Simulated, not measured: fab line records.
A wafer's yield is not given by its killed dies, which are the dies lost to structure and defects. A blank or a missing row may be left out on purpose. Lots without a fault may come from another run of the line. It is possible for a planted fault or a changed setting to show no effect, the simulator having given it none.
A sampling plan put to the test | flow sky130 | one fab line, 51 faults that these records tell of, each judged on the records of the lots that it struck
What counts as the plan is the set of the line's own looks, namely the steps on the route at which a gauge or an inspection reads a wafer and does not change it. Where struck wafers have a number at a look and the file lists that look's usual mean and standard deviation on fault-free wafers, the look can be judged. Caught: a look later than the fault's first step finds the struck wafers' mean 4 or more of those standard deviations (sigma) from the usual mean. On the tool: the same test on the tool's own readings at the fault's steps. Another recipe on the struck wafers, or a record that is blank for them alone, also counts as caught.

THE FAULTS, as the simulator had put them in
1. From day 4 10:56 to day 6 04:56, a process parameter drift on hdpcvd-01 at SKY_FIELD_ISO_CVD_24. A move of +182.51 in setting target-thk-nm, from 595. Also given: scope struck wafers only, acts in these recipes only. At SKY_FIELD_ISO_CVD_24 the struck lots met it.
2. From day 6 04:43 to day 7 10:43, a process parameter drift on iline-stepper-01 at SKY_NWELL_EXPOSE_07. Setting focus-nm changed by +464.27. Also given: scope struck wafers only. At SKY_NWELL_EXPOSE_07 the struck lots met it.
3. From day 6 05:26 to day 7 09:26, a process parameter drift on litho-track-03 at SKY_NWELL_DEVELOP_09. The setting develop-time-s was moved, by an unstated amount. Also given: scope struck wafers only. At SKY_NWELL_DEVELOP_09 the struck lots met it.
4. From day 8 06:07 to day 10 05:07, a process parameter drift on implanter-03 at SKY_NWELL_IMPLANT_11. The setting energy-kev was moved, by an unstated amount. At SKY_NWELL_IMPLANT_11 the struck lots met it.
5. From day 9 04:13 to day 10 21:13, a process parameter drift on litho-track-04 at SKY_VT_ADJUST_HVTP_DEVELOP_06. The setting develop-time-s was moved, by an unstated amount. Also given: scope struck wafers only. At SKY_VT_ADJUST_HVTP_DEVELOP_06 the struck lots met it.
6. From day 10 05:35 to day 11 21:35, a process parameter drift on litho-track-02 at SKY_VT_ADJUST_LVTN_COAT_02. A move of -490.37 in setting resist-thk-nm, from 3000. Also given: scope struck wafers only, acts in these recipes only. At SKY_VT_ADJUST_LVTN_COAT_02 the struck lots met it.
7. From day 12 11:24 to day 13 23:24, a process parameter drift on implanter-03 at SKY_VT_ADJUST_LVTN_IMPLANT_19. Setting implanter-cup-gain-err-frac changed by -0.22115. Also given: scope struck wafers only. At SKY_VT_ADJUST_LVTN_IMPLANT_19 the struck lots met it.
8. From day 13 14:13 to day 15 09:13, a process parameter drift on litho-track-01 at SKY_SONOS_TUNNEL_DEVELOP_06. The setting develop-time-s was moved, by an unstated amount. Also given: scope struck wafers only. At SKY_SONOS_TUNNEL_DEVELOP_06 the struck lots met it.
9. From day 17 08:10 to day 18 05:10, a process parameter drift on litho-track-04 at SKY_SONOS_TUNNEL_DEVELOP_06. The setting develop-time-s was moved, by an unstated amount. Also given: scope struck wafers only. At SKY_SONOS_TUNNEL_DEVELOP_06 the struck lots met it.
10. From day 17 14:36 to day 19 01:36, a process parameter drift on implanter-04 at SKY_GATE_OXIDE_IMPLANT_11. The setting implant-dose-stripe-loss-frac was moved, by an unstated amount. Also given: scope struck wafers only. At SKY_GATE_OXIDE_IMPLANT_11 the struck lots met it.
11. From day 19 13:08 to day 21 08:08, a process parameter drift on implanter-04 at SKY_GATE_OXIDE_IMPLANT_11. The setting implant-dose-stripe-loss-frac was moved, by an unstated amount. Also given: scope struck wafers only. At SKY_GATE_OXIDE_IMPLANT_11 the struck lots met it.
12. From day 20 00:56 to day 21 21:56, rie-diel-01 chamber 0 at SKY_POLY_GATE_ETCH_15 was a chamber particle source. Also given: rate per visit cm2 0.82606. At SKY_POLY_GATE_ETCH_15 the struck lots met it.
13. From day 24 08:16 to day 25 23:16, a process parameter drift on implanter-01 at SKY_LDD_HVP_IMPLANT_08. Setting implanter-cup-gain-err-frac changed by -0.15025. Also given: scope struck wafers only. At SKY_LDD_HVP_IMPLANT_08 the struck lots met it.
14. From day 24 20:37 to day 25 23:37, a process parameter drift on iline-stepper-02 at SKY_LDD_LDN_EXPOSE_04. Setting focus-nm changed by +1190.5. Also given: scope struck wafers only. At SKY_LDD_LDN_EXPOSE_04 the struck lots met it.
15. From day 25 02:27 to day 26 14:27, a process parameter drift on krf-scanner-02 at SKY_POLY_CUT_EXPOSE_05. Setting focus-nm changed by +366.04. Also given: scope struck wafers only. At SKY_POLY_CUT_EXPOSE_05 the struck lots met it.
16. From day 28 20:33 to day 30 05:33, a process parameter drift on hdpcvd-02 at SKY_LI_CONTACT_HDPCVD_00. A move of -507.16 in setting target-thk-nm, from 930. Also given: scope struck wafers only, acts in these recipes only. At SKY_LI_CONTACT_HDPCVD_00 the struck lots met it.
17. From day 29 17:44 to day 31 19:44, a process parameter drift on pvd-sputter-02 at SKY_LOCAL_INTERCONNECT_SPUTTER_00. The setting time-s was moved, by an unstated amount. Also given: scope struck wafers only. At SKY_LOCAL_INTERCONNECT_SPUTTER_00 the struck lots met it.
18. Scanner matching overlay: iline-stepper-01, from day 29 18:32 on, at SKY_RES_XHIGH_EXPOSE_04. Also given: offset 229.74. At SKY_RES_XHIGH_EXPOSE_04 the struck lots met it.
19. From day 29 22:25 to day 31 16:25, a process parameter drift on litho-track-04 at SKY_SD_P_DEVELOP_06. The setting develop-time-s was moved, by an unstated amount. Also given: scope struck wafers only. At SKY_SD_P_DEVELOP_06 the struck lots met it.
20. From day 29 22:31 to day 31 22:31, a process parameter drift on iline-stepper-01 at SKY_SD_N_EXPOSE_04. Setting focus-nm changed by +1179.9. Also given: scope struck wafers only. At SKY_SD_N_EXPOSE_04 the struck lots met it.
21. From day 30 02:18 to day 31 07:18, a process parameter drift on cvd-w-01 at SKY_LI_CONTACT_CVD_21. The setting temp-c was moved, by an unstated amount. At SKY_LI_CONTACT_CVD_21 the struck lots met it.
22. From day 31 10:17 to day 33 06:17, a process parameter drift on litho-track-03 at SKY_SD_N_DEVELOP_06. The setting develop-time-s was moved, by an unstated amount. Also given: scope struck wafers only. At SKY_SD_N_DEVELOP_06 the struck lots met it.
23. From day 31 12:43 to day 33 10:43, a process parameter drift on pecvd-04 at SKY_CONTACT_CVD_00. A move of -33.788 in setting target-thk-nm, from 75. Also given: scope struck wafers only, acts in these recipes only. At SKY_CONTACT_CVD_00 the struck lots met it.
24. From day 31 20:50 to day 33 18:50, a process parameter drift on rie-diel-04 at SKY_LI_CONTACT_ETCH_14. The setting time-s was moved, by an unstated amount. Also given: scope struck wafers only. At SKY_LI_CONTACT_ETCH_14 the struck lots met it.
25. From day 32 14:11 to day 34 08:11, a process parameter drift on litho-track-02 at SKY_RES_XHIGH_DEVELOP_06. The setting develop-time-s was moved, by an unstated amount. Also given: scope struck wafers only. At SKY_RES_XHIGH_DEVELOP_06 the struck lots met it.
26. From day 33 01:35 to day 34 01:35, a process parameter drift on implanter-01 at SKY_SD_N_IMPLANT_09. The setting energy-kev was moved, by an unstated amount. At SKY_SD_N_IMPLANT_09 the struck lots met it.
27. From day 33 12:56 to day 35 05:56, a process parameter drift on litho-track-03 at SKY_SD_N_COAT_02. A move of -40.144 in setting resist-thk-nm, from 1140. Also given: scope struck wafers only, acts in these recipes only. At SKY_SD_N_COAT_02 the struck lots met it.
28. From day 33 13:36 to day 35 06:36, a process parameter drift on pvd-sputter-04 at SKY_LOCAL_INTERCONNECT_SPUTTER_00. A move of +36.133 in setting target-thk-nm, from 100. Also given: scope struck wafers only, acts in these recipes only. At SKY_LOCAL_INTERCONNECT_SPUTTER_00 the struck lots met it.
29. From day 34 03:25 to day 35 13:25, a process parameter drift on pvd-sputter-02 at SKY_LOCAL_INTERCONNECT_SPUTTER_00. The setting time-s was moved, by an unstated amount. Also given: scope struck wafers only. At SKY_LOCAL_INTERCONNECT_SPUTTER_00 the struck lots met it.
30. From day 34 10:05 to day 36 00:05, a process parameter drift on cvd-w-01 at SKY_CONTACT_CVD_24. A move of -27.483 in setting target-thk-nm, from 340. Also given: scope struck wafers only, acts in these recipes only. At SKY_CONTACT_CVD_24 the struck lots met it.
31. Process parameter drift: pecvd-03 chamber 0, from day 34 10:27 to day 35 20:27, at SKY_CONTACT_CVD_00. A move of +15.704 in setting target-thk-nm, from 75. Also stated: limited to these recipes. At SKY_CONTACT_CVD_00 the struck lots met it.
32. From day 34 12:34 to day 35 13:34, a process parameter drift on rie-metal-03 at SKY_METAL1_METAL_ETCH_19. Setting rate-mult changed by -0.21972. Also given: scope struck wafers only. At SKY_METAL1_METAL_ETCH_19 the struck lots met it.
33. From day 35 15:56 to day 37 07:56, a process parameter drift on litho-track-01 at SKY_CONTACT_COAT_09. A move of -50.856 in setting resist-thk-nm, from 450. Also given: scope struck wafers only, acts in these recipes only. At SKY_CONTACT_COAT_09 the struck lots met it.
34. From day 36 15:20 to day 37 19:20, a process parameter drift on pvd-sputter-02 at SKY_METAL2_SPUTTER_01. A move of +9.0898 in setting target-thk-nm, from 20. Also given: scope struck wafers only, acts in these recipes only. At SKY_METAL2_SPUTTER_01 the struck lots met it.
35. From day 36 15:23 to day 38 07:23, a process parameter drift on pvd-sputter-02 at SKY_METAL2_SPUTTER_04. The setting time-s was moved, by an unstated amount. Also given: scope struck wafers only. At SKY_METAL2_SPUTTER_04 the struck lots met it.
36. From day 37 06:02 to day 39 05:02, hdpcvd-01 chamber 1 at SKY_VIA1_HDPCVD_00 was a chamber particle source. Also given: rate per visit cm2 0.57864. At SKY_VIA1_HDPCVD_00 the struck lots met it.
37. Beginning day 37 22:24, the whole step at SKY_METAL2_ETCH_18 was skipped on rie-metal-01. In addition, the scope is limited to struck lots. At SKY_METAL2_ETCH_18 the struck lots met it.
38. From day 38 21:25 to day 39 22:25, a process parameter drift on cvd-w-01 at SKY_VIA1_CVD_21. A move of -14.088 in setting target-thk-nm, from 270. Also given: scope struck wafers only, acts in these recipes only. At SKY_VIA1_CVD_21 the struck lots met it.
39. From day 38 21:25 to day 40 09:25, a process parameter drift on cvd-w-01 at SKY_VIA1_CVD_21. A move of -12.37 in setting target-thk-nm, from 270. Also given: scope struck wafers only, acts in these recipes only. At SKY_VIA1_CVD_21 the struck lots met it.
40. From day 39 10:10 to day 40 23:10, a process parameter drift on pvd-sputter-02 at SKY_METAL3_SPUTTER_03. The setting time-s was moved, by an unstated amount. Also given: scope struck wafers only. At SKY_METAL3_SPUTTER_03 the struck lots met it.
41. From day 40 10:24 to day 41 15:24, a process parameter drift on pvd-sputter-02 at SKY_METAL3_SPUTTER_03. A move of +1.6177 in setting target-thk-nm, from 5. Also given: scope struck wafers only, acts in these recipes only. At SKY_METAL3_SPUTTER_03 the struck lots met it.
42. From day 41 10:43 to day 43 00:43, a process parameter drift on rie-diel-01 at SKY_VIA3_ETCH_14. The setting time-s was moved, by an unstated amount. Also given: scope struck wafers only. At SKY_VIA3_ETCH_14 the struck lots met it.
43. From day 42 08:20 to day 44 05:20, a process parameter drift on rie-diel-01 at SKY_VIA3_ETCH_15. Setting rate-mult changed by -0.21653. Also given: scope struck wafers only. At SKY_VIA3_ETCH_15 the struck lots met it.
44. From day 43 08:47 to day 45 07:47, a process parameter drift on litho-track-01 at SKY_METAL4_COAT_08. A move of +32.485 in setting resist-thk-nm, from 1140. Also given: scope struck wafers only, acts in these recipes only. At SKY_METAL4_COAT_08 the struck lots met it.
45. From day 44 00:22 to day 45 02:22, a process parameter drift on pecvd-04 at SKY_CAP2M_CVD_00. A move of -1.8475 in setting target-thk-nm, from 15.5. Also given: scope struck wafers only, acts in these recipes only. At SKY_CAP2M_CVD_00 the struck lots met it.
46. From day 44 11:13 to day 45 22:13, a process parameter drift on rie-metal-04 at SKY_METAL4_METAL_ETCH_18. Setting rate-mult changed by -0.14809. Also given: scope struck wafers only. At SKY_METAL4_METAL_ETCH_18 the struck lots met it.
47. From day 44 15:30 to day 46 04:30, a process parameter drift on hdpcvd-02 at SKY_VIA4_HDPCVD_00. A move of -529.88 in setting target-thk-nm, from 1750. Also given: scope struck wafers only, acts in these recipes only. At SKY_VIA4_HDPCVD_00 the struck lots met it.
48. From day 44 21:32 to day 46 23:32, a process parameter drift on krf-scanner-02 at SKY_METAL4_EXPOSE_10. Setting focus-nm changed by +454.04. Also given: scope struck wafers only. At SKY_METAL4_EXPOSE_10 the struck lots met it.
49. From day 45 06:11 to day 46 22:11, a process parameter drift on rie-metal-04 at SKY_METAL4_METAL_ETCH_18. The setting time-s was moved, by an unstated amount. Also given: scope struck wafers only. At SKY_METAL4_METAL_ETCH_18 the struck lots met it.
50. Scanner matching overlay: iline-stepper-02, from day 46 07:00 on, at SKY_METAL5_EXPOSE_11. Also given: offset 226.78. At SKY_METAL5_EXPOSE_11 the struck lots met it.
51. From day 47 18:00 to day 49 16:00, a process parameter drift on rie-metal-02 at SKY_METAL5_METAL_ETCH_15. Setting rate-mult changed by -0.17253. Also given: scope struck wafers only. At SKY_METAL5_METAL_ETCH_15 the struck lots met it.

WHAT THE PLAN SAW
fault | on the tool itself                               | first look that catches it                      | reading, sigma                                        | median hours from its first step to that look | hours from the fault's start to the first struck lot there | judged looks passed uncaught
1     | no reading that can be judged                    | SKY_FIELD_ISO_THK_MEAS_25                       | FIELD_ISO_CVD_24_THK +28                              | 0.1                                           | 5                                                          | 0
2     | under 2 sigma                                    | none of the 6 looks that can be judged after it | -                                                     | -                                             | -                                                          | 6
3     | under 2 sigma                                    | no look after it can be judged                  | -                                                     | -                                             | -                                                          | 0
4     | beam-energy-keV -99 or beyond sigma              | SKY_NWELL_RS_MEAS_29                            | NWELL_RS +8.3                                         | 22.7                                          | 32                                                         | 0
5     | no reading that can be judged                    | SKY_VT_ADJUST_HVTP_CD_MEAS_07                   | cd-nm -4.7                                            | 0.2                                           | 18                                                         | 0
6     | no reading that can be judged                    | not the one look that can be judged after it    | -                                                     | -                                             | -                                                          | 1
7     | beam-on-s +15 sigma                              | SKY_VT_ADJUST_LVTN_TW_MEAS_21                   | VT_ADJUST_LVTN_2_TW +14                               | 0.2                                           | 24                                                         | 0
8     | no reading that can be judged                    | SKY_SONOS_TUNNEL_CD_MEAS_07                     | cd-nm +22                                             | 0.2                                           | 4                                                          | 0
9     | no reading that can be judged                    | not the one look that can be judged after it    | strongest: cd-nm at SKY_SONOS_TUNNEL_CD_MEAS_07, -3.0 | -                                             | -                                                          | 1
10    | under 2 sigma                                    | SKY_GATE_OXIDE_TW_MEAS_14                       | GATE_OXIDE_TW -5.2                                    | 0.3                                           | 6                                                          | 0
11    | under 2 sigma                                    | none of the 5 looks that can be judged after it | -                                                     | -                                             | -                                                          | 5
12    | only faintly: drypump-motor-current-A +2.3 sigma | none of the 2 looks that can be judged after it | -                                                     | -                                             | -                                                          | 2
13    | beam-on-s +6.7 sigma                             | SKY_LDD_HVP_TW_MEAS_10                          | LDD_HVP_TW +7.0                                       | 0.2                                           | 26                                                         | 0
14    | under 2 sigma                                    | not the one look that can be judged after it    | -                                                     | -                                             | -                                                          | 1
15    | no reading that can be judged                    | SKY_POLY_CUT_CD_MEAS_08                         | cd-nm -7.0                                            | 14.4                                          | 37                                                         | 0
16    | no reading that can be judged                    | SKY_LI_CONTACT_THK_MEAS_01                      | LI_CONTACT_HDPCVD_THK -64                             | 0.1                                           | 1                                                          | 0
17    | under 2 sigma                                    | SKY_LOCAL_INTERCONNECT_RS_MEAS_01               | LOCAL_INTERCONNECT_TIN_RS -6.9                        | 0.1                                           | 19                                                         | 0
18    | no reading that can be judged                    | not the one look that can be judged after it    | -                                                     | -                                             | -                                                          | 1
19    | no reading that can be judged                    | SKY_SD_P_TW_MEAS_11                             | SD_P_TW -99 or beyond                                 | 0.5                                           | 2                                                          | 0
20    | under 2 sigma                                    | SKY_SD_N_CD_MEAS_07                             | cd-nm -11                                             | 13.0                                          | 20                                                         | 0
21    | susceptor-temp-C -21 sigma                       | SKY_LI_CONTACT_RS_MEAS_22                       | LI_CONTACT_W_RS +9.2                                  | 0.1                                           | 1                                                          | 0
22    | under 2 sigma                                    | SKY_SD_N_CD_MEAS_07                             | cd-nm +4.5                                            | 0.1                                           | 10                                                         | 0
23    | under 2 sigma                                    | SKY_CONTACT_THK_MEAS_01                         | CONTACT_CVD_00_THK -37                                | 0.0                                           | 5                                                          | 0
24    | run-length-s -76 sigma                           | no look after it can be judged                  | -                                                     | -                                             | -                                                          | 0
25    | no reading that can be judged                    | SKY_RES_XHIGH_TW_MEAS_09                        | RES_XHIGH_TW -99 or beyond                            | 0.4                                           | 19                                                         | 0
26    | beam-energy-keV -99 or beyond sigma              | SKY_SD_N_TW_MEAS_12                             | SD_N_TW -6.8                                          | 0.4                                           | 3                                                          | 0
27    | under 2 sigma                                    | not the one look that can be judged after it    | -                                                     | -                                             | -                                                          | 1
28    | under 2 sigma                                    | SKY_LOCAL_INTERCONNECT_RS_MEAS_01               | LOCAL_INTERCONNECT_TIN_RS -28                         | 0.1                                           | 31                                                         | 0
29    | under 2 sigma                                    | SKY_LOCAL_INTERCONNECT_RS_MEAS_01               | LOCAL_INTERCONNECT_TIN_RS +22                         | 0.1                                           | 1                                                          | 0
30    | under 2 sigma                                    | SKY_CONTACT_RS_MEAS_25                          | CONTACT_W_RS +7.9                                     | 0.1                                           | 24                                                         | 0
31    | under 2 sigma                                    | SKY_CONTACT_THK_MEAS_01                         | CONTACT_CVD_00_THK +18                                | 0.1                                           | 26                                                         | 0
32    | under 2 sigma                                    | no look after it can be judged                  | -                                                     | -                                             | -                                                          | 0
33    | under 2 sigma                                    | not the one look that can be judged after it    | -                                                     | -                                             | -                                                          | 1
34    | under 2 sigma                                    | no look after it can be judged                  | -                                                     | -                                             | -                                                          | 0
35    | under 2 sigma                                    | none of the 4 looks that can be judged after it | -                                                     | -                                             | -                                                          | 4
36    | no reading that can be judged                    | not the one look that can be judged after it    | -                                                     | -                                             | -                                                          | 1
37    | the tool's record is blank for the struck wafers | no look after it can be judged                  | -                                                     | -                                             | -                                                          | 0
38    | under 2 sigma                                    | SKY_VIA1_RS_MEAS_22                             | VIA1_W_RS +4.0                                        | 0.1                                           | 13                                                         | 0
39    | under 2 sigma                                    | SKY_VIA1_RS_MEAS_22                             | VIA1_W_RS +4.6                                        | 0.1                                           | 13                                                         | 0
40    | under 2 sigma                                    | no look after it can be judged                  | -                                                     | -                                             | -                                                          | 0
41    | under 2 sigma                                    | no look after it can be judged                  | -                                                     | -                                             | -                                                          | 0
42    | oes-product-au +24 sigma                         | no look after it can be judged                  | -                                                     | -                                             | -                                                          | 0
43    | oes-product-au -19 sigma                         | no look after it can be judged                  | -                                                     | -                                             | -                                                          | 0
44    | under 2 sigma                                    | not the one look that can be judged after it    | -                                                     | -                                             | -                                                          | 1
45    | under 2 sigma                                    | SKY_CAP2M_THK_MEAS_01                           | CAP2M_CVD_00_THK -9.8                                 | 0.0                                           | 6                                                          | 0
46    | under 2 sigma                                    | not the one look that can be judged after it    | -                                                     | -                                             | -                                                          | 1
47    | no reading that can be judged                    | SKY_VIA4_THK_MEAS_01                            | VIA4_HDPCVD_THK -32                                   | 0.2                                           | 10                                                         | 0
48    | under 2 sigma                                    | SKY_METAL4_CD_MEAS_13                           | cd-nm -63                                             | 10.4                                          | 11                                                         | 0
49    | run-length-s +94 sigma                           | no look after it can be judged                  | -                                                     | -                                             | -                                                          | 0
50    | no reading that can be judged                    | no look after it can be judged                  | -                                                     | -                                             | -                                                          | 0
51    | under 2 sigma                                    | no look after it can be judged                  | -                                                     | -                                             | -                                                          | 0
A dash: this means the fault isn't caught or the number doesn't appear in these records.

Caught at a look: 26 of 51. Caught on the tool: 10 of 51. By one or the other: 31 of 51.
Faults caught by the tool alone: 24, 37, 42, 43, 49.
Caught at a look alone: faults 1, 5, 8, 10, 15, 16, 17, 19, 20, 22, 23, 25, 28, 29, 30, 31, 38, 39, 45, 47, 48.
Caught by neither: faults 2, 3, 6, 9, 11, 12, 14, 18, 27, 32, 33, 34, 35, 36, 40, 41, 44, 46, 50, 51.

THINNER SAMPLING
If the look that catches a fault measured only every second or every third lot, by lot number, the first struck lot would be measured this late in the worst case:
fault | struck lots at that look, in order of time | every lot | every second lot | every third lot
1     | L329, L330, L335                           | 5 h       | 13 h             | may miss all 3
4     | L308, L310                                 | 32 h      | may miss all 2   | may miss all 2
5     | L696                                       | 18 h      | may miss it      | may miss it
7     | L412, L413                                 | 24 h      | 28 h             | may miss all 2
8     | L909, L911, L914                           | 4 h       | 42 h             | may miss all 3
10    | L573, L574, L577                           | 6 h       | 14 h             | may miss all 3
13    | L842, L843                                 | 26 h      | 36 h             | may miss all 2
15    | L803                                       | 37 h      | may miss it      | may miss it
16    | L253, L254, L255                           | 1 h       | 10 h             | 24 h
17    | L232                                       | 19 h      | may miss it      | may miss it
19    | L184, L185                                 | 2 h       | 16 h             | may miss all 2
20    | L525, L528                                 | 20 h      | 46 h             | may miss all 2
21    | L852, L854                                 | 1 h       | may miss all 2   | may miss all 2
22    | L146, L149                                 | 10 h      | 34 h             | may miss all 2
23    | L490, L495                                 | 5 h       | 45 h             | may miss all 2
25    | L636, L637, L638                           | 19 h      | 37 h             | 38 h
26    | L644, L646                                 | 3 h       | may miss all 2   | may miss all 2
28    | L304, L305                                 | 31 h      | 37 h             | may miss all 2
29    | L124, L128                                 | 1 h       | may miss all 2   | may miss all 2
30    | L659, L660                                 | 24 h      | 33 h             | may miss all 2
31    | L706                                       | 26 h      | may miss it      | may miss it
38    | L796, L797                                 | 13 h      | 18 h             | may miss all 2
39    | L482, L483                                 | 13 h      | 18 h             | may miss all 2
45    | L193, L195                                 | 6 h       | may miss all 2   | may miss all 2
47    | L944, L945, L946                           | 10 h      | 17 h             | 19 h
48    | L882, L888                                 | 11 h      | may miss all 2   | may miss all 2
Hours are from the fault's start to the first struck lot that is measured. The limit of 4 sigma was tested on all struck wafers together, so one lot alone may lie under it. Other struck lots may not be in these records.

THE LONGEST TIMED WAY FROM STEP TO LOOK
Fault 4: median gap of 22.7 hours between SKY_NWELL_IMPLANT_11 and SKY_NWELL_RS_MEAS_29. No look between them can be judged.
